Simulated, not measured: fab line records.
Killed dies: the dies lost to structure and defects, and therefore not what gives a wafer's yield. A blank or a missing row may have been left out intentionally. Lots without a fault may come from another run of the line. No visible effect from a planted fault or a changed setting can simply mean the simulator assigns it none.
fab line records -- flow gf180mcu
[record] lots = 15, wafers = 45, last-day = 34
route steps=602 shown VT_IMPLANT@121 POLY_GATE@175 HV_LDD@206 NSD@242
lots that met no fault: from a run of the same line without faults
start-h: hours from the record's opening day to when the first of the lot's shown wafers began -- wait-h: time in hours since the lot's previous step -- " repeats the value in the row above -- L1.1+2: several wafers, shown together as one row -- - no value, or no start was given -- * or withheld: withheld -- < > ~ a bound
route shown NAME@n: names a module that has steps shown in the file, with the first one's number in the route -- usual: mean/standard deviation of fault-free wafers -- same: alike in all rows -- chamber/n: place in a boat -- sites: each site's reading -- _std_site: the values' standard deviation -- _edge_site: the outer-site mean with the inner-site mean subtracted -- radius-mm: for every site, how far away it sits from the centre of the wafer -- mask NAME#n: copy n -- behind: tool/chamber where the wafer was last shaped -- hold: reason for holding the lot/hours on hold/outcome of the hold -- device: the transistor (n, p or np) that didn't switch -- end of line: tests of these same wafers at the route's end -- a step given without rows: its recipe and nothing more -- killed: not the wafer's yield, but the dies lost to structure and defects at the first sort -- map: a wafer's dies, x killed, . not, _ none there
set.NAME: the setting as run; set.NAME@STEP: as run at that earlier step -- model.NAME: the simulator's own value behind a step, which no gauge read
steps of the route over a sample of lots; a table a step, a row a wafer
services: from which hour (start-h, from the record's first day; less than 0 if before it) a tool's chamber was out of use, for how many hours, and why
[[steps]]
[step GF_VT_IMPLANT_STRIP_31]
[recipe] chemistry = O2/N2, power-w = 1400, pressure-mtorr = 1500, platen-temp-c = 250, o2-flow-sccm = 3000, n2-flow-sccm = 300, overash-fraction = 0.5
[usual] drypump-motor-current-A = 5.7/0.53, heater-power-w = 353/55, n2-flow-sccm = 300.0/0.86, oes-product-au = 0.716/0.0049, strip-time-to-endpoint-s = 12.65/0.037
lot.wafer,tool,chamber,start-h,wait-h,drypump-motor-current-A,heater-power-w,n2-flow-sccm,oes-product-au,rf-hours-counter-h,strip-time-to-endpoint-s
L483.1,plasma-asher-04,0,139.89,0.1,5.8,274,301.1,0.715,48,12.64
L483.4,plasma-asher-04,0,139.89,0.1,5.8,274,299.8,0.716,-,12.63
L483.6,plasma-asher-04,1,139.89,0.1,4.7,392,298.8,0.711,-,12.68
L484.2,plasma-asher-03,0,146.67,0.1,6.2,352,299.9,0.709,35,12.64
L484.5,plasma-asher-03,0,146.67,0.1,6.3,345,299.8,0.714,-,12.70
L484.6,plasma-asher-03,1,146.67,0.1,5.7,322,299.5,0.707,-,12.67
L485.2,plasma-asher-03,1,152.92,0.1,5.8,316,300.8,0.708,35,12.65
L485.3,plasma-asher-03,1,152.92,0.1,5.8,319,300.6,0.716,-,12.68
L485.4,plasma-asher-03,0,152.92,0.1,6.2,343,299.6,0.709,-,12.67
L486.1,plasma-asher-02,1,154.89,0.1,4.9,356,300.1,0.716,4,12.68
L486.2,plasma-asher-02,0,154.89,0.1,6.0,486,300.3,0.714,4,12.69
L486.6,plasma-asher-02,1,154.89,0.1,4.9,337,299.7,0.711,-,12.73
L487.2,plasma-asher-03,0,168.36,0.1,6.2,341,298.5,0.714,37,12.62
L487.3,plasma-asher-03,1,168.36,0.1,5.8,318,299.7,0.721,-,12.63
L487.6,plasma-asher-03,0,168.36,0.1,6.2,351,298.5,0.708,-,12.62
L488.2,plasma-asher-04,1,170.27,0.1,4.7,378,300.3,0.715,51,12.61
L488.5,plasma-asher-04,0,170.27,0.1,5.8,274,300.2,0.715,-,12.67
L488.6,plasma-asher-04,1,170.27,0.1,4.7,383,299.8,0.724,-,12.66
L489.1,plasma-asher-02,1,175.97,0.1,4.9,349,300.3,0.709,6,12.71
L489.4,plasma-asher-02,1,175.97,0.1,4.9,337,300.5,0.721,-,12.63
L489.6,plasma-asher-02,1,175.97,0.1,4.9,355,300.5,0.717,-,12.68
L490.1,plasma-asher-03,1,184.07,0.1,5.8,331,300.0,0.717,39,12.65
L490.5,plasma-asher-03,1,184.07,0.1,5.8,322,299.3,0.715,-,12.67
L490.6,plasma-asher-03,0,184.07,0.1,6.2,342,300.9,0.716,-,12.64
L498.1,plasma-asher-03,0,232.61,0.1,6.3,349,300.6,0.715,45,12.61
L498.2,plasma-asher-03,1,232.61,0.1,5.8,315,299.9,0.714,45,12.63
L498.3,plasma-asher-03,0,232.61,0.1,6.3,339,301.6,0.723,-,12.56
L499.1,plasma-asher-03,0,241.01,0.1,6.3,352,301.0,0.717,45,12.71
L499.4,plasma-asher-03,0,241.01,0.1,6.3,348,300.5,0.728,-,12.70
L499.5,plasma-asher-03,1,241.01,0.1,5.7,308,299.8,0.715,-,12.64
L500.1,plasma-asher-04,1,251.22,0.1,4.7,387,298.2,0.713,56,12.58
L500.3,plasma-asher-04,0,251.22,0.1,5.8,277,300.6,0.715,-,12.60
L500.4,plasma-asher-04,1,251.22,0.1,4.7,384,298.6,0.719,-,12.59
L502.2,plasma-asher-03,0,264.61,0.1,6.2,354,300.6,0.711,48,12.67
L502.3,plasma-asher-03,1,264.61,0.1,5.8,319,299.8,0.707,-,12.71
L502.4,plasma-asher-03,0,264.61,0.1,6.2,362,300.6,0.713,-,12.68
L505.1,plasma-asher-03,1,289.66,0.1,5.8,316,300.0,0.718,50,12.63
L505.2,plasma-asher-03,0,289.66,0.1,6.3,347,300.2,0.710,50,12.60
L505.5,plasma-asher-03,0,289.66,0.1,6.3,343,299.9,0.711,-,12.61
L504.1,plasma-asher-03,1,291.71,0.1,5.7,320,299.7,0.723,50,12.62
L504.3,plasma-asher-03,0,291.71,0.1,6.2,346,301.8,0.720,-,12.66
L504.5,plasma-asher-03,1,291.71,0.1,5.8,317,300.0,0.706,-,12.65
L506.1,plasma-asher-02,1,298.61,0.1,4.9,347,300.5,0.717,20,12.60
L506.3,plasma-asher-02,1,298.61,0.1,4.9,342,300.8,0.714,-,12.61
L506.6,plasma-asher-02,0,298.61,0.1,6.0,466,298.8,0.720,-,12.60
[step GF_POLY_GATE_CD_MEAS_18]
[usual] cd-nm = 279.9/1.8
lot.wafer,tool,chamber,start-h,wait-h,cd-nm
L483.1,cd-sem-01,-,197.15,0.1,279.4
L483.4,cd-sem-01,-,197.15,0.1,278.0
L483.6,cd-sem-01,-,197.15,0.1,277.5
L484.2,cd-sem-02,-,208.91,0.1,280.1
L484.5,cd-sem-02,-,208.91,0.1,279.5
L484.6,cd-sem-02,-,208.91,0.1,280.3
L486.1,cd-sem-02,-,216.96,0.1,280.8
L486.2,cd-sem-02,-,216.96,0.1,280.5
L486.6,cd-sem-02,-,216.96,0.1,278.5
L485.2,cd-sem-01,-,216.99,0.1,282.9
L485.3,cd-sem-01,-,216.99,0.1,281.8
L485.4,cd-sem-01,-,216.99,0.1,283.1
L487.2,cd-sem-01,-,230.66,0.1,276.6
L487.3,cd-sem-01,-,230.66,0.1,278.9
L487.6,cd-sem-01,-,230.66,0.1,278.0
L488.2,cd-sem-02,-,230.66,0.1,280.1
L488.5,cd-sem-02,-,230.66,0.1,278.5
L488.6,cd-sem-02,-,230.66,0.1,276.6
L489.1,cd-sem-02,-,239.87,0.1,279.3
L489.4,cd-sem-02,-,239.87,0.1,279.4
L489.6,cd-sem-02,-,239.87,0.1,277.8
L490.1,cd-sem-02,-,244.87,0.1,280.9
L490.5,cd-sem-02,-,244.87,0.1,279.2
L490.6,cd-sem-02,-,244.87,0.1,279.0
L498.1,cd-sem-01,-,300.82,0.1,280.0
L498.2,cd-sem-01,-,300.82,0.1,279.7
L498.3,cd-sem-01,-,300.82,0.1,281.0
L499.1,cd-sem-01,-,306.07,0.1,281.9
L499.4,cd-sem-01,-,306.07,0.1,280.6
L499.5,cd-sem-01,-,306.07,0.1,280.9
L500.1,cd-sem-02,-,319.05,0.1,281.7
L500.3,cd-sem-02,-,319.05,0.1,280.3
L500.4,cd-sem-02,-,319.05,0.1,280.1
L502.2,cd-sem-02,-,332.85,0.1,277.0
L502.3,cd-sem-02,-,332.85,0.1,278.3
L502.4,cd-sem-02,-,332.85,0.1,276.5
L505.1,cd-sem-02,-,361.04,0.1,277.2
L505.2,cd-sem-02,-,361.04,0.1,278.1
L505.5,cd-sem-02,-,361.04,0.1,276.3
L504.1,cd-sem-01,-,364.66,0.1,280.1
L504.3,cd-sem-01,-,364.66,0.1,282.0
L504.5,cd-sem-01,-,364.66,0.1,280.1
L506.1,cd-sem-02,-,369.52,0.1,279.2
L506.3,cd-sem-02,-,369.52,0.1,278.1
L506.6,cd-sem-02,-,369.52,0.1,279.4
[step GF_HV_LDD_DEVELOP_30]
[recipe] develop-time-s = 60, dev-temp-c = 22.2
[usual] chill-plate-temp-C = 23.00/0.1, develop-time-s = 60/0
lot.wafer,tool,chamber,start-h,wait-h,chill-plate-temp-C,develop-time-s
L483.1,litho-track-01,0,250.03,0.1,22.96,60
L483.4,litho-track-01,0,250.03,0.1,22.93,60
L483.6,litho-track-01,0,250.03,0.1,23.12,60
L484.2,litho-track-01,0,262.60,0.1,23.07,60
L484.5,litho-track-01,0,262.60,0.1,23.08,60
L484.6,litho-track-01,0,262.60,0.1,23.01,60
L486.1,litho-track-03,0,269.75,0.1,22.99,60
L486.2,litho-track-03,0,269.75,0.1,23.00,60
L486.6,litho-track-03,0,269.75,0.1,22.94,60
L485.2,litho-track-04,0,270.95,0.1,22.97,60
L485.3,litho-track-04,0,270.95,0.1,22.92,60
L485.4,litho-track-04,0,270.95,0.1,22.91,60
L487.2,litho-track-04,0,287.40,0.1,22.89,60
L487.3,litho-track-04,0,287.40,0.1,22.79,60
L487.6,litho-track-04,0,287.40,0.1,22.81,60
L488.2,litho-track-04,-,287.70,0.1,-,-
L488.5,litho-track-04,-,287.70,0.1,-,-
L488.6,litho-track-04,-,287.70,0.1,-,-
L489.1,litho-track-03,-,295.75,0.1,-,-
L489.4,litho-track-03,-,295.75,0.1,-,-
L489.6,litho-track-03,-,295.75,0.1,-,-
L490.1,litho-track-04,-,301.97,0.1,-,-
L490.5,litho-track-04,-,301.97,0.1,-,-
L490.6,litho-track-04,-,301.97,0.1,-,-
L498.1,litho-track-03,0,364.10,0.1,22.93,60
L498.2,litho-track-03,0,364.10,0.1,23.03,60
L498.3,litho-track-03,0,364.10,0.1,22.95,60
L499.1,litho-track-03,0,370.25,0.1,23.03,60
L499.4,litho-track-03,0,370.25,0.1,22.93,60
L499.5,litho-track-03,0,370.25,0.1,22.90,60
L500.1,litho-track-01,0,385.13,0.1,22.77,60
L500.3,litho-track-01,0,385.13,0.1,23.01,60
L500.4,litho-track-01,0,385.13,0.1,22.90,60
L502.2,litho-track-04,0,400.00,0.1,22.96,60
L502.3,litho-track-04,0,400.00,0.1,23.00,60
L502.4,litho-track-04,0,400.00,0.1,23.07,60
L505.1,litho-track-04,0,431.12,0.1,22.75,60
L505.2,litho-track-04,0,431.12,0.1,23.07,60
L505.5,litho-track-04,0,431.12,0.1,22.86,60
L504.1,litho-track-01,0,433.52,0.1,22.98,60
L504.3,litho-track-01,0,433.52,0.1,23.02,60
L504.5,litho-track-01,0,433.52,0.1,23.01,60
L506.1,litho-track-04,0,439.67,0.1,23.11,60
L506.3,litho-track-04,0,439.67,0.1,23.05,60
L506.6,litho-track-04,0,439.67,0.1,22.98,60
[step GF_NSD_CD_MEAS_07]
[recipe] target-cd-nm = 400
[usual] cd-nm = 400.7/2.5
lot.wafer,tool,chamber,start-h,wait-h,cd-nm
L483.1,cd-sem-01,-,299.15,0.1,400.7
L483.4,cd-sem-01,-,299.15,0.1,400.5
L483.6,cd-sem-01,-,299.15,0.1,400.0
L484.2,cd-sem-02,-,305.35,0.1,401.3
L484.5,cd-sem-02,-,305.35,0.1,399.9
L484.6,cd-sem-02,-,305.35,0.1,399.3
L486.1,cd-sem-02,-,315.68,0.1,397.9
L486.2,cd-sem-02,-,315.68,0.1,400.2
L486.6,cd-sem-02,-,315.68,0.1,398.7
L485.2,cd-sem-01,-,315.75,0.1,400.3
L485.3,cd-sem-01,-,315.75,0.1,398.7
L485.4,cd-sem-01,-,315.75,0.1,398.7
L487.2,cd-sem-02,-,331.82,0.1,402.8
L487.3,cd-sem-02,-,331.82,0.1,403.7
L487.6,cd-sem-02,-,331.82,0.1,405.3
L498.1,cd-sem-01,-,413.93,0.1,403.3
L498.2,cd-sem-01,-,413.93,0.1,401.2
L498.3,cd-sem-01,-,413.93,0.1,402.6
L499.1,cd-sem-01,-,420.25,0.1,399.1
L499.4,cd-sem-01,-,420.25,0.1,400.9
L499.5,cd-sem-01,-,420.25,0.1,402.0
L500.1,cd-sem-01,-,435.50,0.1,397.5
L500.3,cd-sem-01,-,435.50,0.1,397.2
L500.4,cd-sem-01,-,435.50,0.1,398.9
L502.2,cd-sem-01,-,450.92,0.1,406.3
L502.3,cd-sem-01,-,450.92,0.1,401.8
L502.4,cd-sem-01,-,450.92,0.1,402.7
L505.1,cd-sem-01,-,482.45,0.1,400.3
L505.2,cd-sem-01,-,482.45,0.1,401.1
L505.5,cd-sem-01,-,482.45,0.1,399.6
L504.1,cd-sem-01,-,484.82,0.1,401.8
L504.3,cd-sem-01,-,484.82,0.1,400.1
L504.5,cd-sem-01,-,484.82,0.1,400.0
L506.1,cd-sem-01,-,491.43,0.1,395.6
L506.3,cd-sem-01,-,491.43,0.1,397.0
L506.6,cd-sem-01,-,491.43,0.1,396.6
[[services]]
tool,chamber,start-h,hours,kind
plasma-asher-02,0,117.75,-,clean
plasma-asher-02,1,117.75,-,clean
plasma-asher-04,-,127.34,5.6,repair
plasma-asher-04,-,176.59,34.4,repair
plasma-asher-02,-,191.54,2.7,repair
plasma-asher-04,-,229.23,1.5,repair
plasma-asher-02,-,238.44,0.5,repair
plasma-asher-03,-,248.97,2.0,repair
plasma-asher-02,-,333.69,15.6,pm
plasma-asher-04,-,352.41,3.9,repair
plasma-asher-04,-,356.32,4.0,pm
plasma-asher-03,-,365.83,1.2,repair
plasma-asher-04,-,388.14,4.9,repair
plasma-asher-03,-,404.46,2.8,pm
[[key]]
[first-sign] step = GF_HV_LDD_DEVELOP_30, reading = tool-record, direction = missing
effect none on later readings
met-at GF_HV_LDD_DEVELOP_30
struck-lots L488,L489,L490
later-rows-left-out L488.2,L488.5,L488.6,L489.1,L489.4,L489.6,L490.1,L490.5,L490.6
sort-left-out L488.2,L488.5,L488.6,L489.1,L489.4,L489.6,L490.1,L490.5,L490.6
tester-left-out L488,L489,L490
not-acting-at GF_VT_IMPLANT_STRIP_31,GF_POLY_GATE_CD_MEAS_18,GF_NSD_CD_MEAS_07
onset-between 287.40 287.70
[fault] kind = skipped-step-whole, tool = litho-track-03,litho-track-04, chamber = -, onset-h = 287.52, steps = GF_HV_LDD_DEVELOP_30, scope = struck-lots-only
// tester-left-out: of these lots the tester's yield and bins aren't shown, on N5 and GAA mostly nor the transistor test; their killed dies are dies lost to structure and defects alone, not to doping, threshold or leakage, so they don't give the yield
// sort-left-out: the simulated sort isn't trusted on such a fault, so these wafers' sort isn't shown, and their yield isn't known
// later-rows-left-out: the simulator's readings of these wafers behind a module that went badly wrong aren't trusted and aren't shown, but for the sort
